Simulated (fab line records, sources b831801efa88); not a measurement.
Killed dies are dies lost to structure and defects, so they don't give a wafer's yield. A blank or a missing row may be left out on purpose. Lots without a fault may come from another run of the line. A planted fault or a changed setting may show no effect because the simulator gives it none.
Problem report in the 8D (eight disciplines) form, filled by code | flow sky130 | the parts of the form that need people (team, actions taken, sign-off) are left out

1. THE PROBLEM
run_length_s at SKY_VIA4_SOFTBAKE_07 reads a mean of 91.92 s on 2 wafers of 2 lots; wafers without a fault read 89.11 s with a standard deviation of 0.29. That is +9.7 standard deviations from the usual mean.
The step: time 60 s.
First seen on wafer L601.3, day 45 13:07, on litho_track-04. The record holds 37 wafers of 13 lots with a number at this step. Rule for "out", or "out of limits": more than 4 standard deviations from the usual mean. The other wafers with a number count as sound.

2. WHAT IT IS AND WHAT IT IS NOT
question                    | is                | is not
which readings at this step | run_length_s      | -
which lots                  | L601, L603        | L591, L593, L594, L595, L605, L606, L607, L608, L609, L612, L614
which wafers of those lots  | L601.3, L603.6    | L601.2, L603.5
read on which tools         | litho_track-04    | litho_track-01, litho_track-02
when                        | from day 45 13:07 | up to then (13 sound wafers); but 22 sound wafers of L603, L605, L606, L607, L608, L609, L612, L614 came after

3. SUSPECTS, AND WHAT RULES EACH OUT
Counting: a tool at a process step up to the reading stays a suspect if it ran every lot that is out. Sound lots after the first of them don't rule it out here, since some wafers of a struck lot are sound.
- plasma_asher-03 at SKY_METAL2_STRIP_20 (strips in O2/N2): kept. It ran every lot that is out, first L601 (day 38 20:26); its last sound lot up to then is L595 (day 36 15:59).
- cmp-02 at SKY_VIA4_CMP_02 (polishes SiO2): kept. It ran every lot that is out, first L601 (day 45 01:50); its last sound lot up to then is L593 (day 43 00:22).
- litho_track-04 at SKY_VIA4_SOFTBAKE_07 (time 60 s): kept. It ran every lot that is out, first L601 (day 45 13:07); its last sound lot up to then is L593 (day 43 11:59). Its own readings are out on those wafers: run_length_s.
- Within plasma_asher-03 at SKY_METAL2_STRIP_20: the wafers that are out ran in chamber 0; their sound lot-mates ran in chamber 1.
- Within cmp-02 at SKY_VIA4_CMP_02: the wafers that are out ran in chambers 1, 3; their sound lot-mates ran in chamber 2.
Left after counting: plasma_asher-03 at SKY_METAL2_STRIP_20, cmp-02 at SKY_VIA4_CMP_02, litho_track-04 at SKY_VIA4_SOFTBAKE_07.

4. THE CAUSE (what the simulator had put in)
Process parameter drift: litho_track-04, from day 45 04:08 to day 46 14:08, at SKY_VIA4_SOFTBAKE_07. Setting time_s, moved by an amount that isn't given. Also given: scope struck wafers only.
Counting left 3 suspects, and this tool is among them.

5. THE CHAIN OF EFFECTS, in route order
Each row: a reading whose mean over the struck wafers that have a number lies more than 3 standard deviations from the usual. Only readings for which the record gives a usual standard deviation are gone through. hours: the time from each lot's start at the first step in this table that gives one to its start at this step, as a median over the lots. sigmas: the change in usual standard deviations.
hours | step                 | reading      | usual   | on struck wafers | change | sigmas
0     | SKY_VIA4_SOFTBAKE_07 | run_length_s | 89.11 s | 91.92            | +2.81  | +9.7
The process steps in it:
- SKY_VIA4_SOFTBAKE_07: time 60 s.
Later measuring or inspecting steps at which every struck wafer that the step has a row for has a number for every such reading, and none has moved that far: SKY_VIA4_OVL_MEAS_11.

6. WHAT WOULD HAVE CAUGHT IT SOONER
In this record the first reading out of limits was taken at day 45 13:07, 9 hours after the fault began at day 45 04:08.
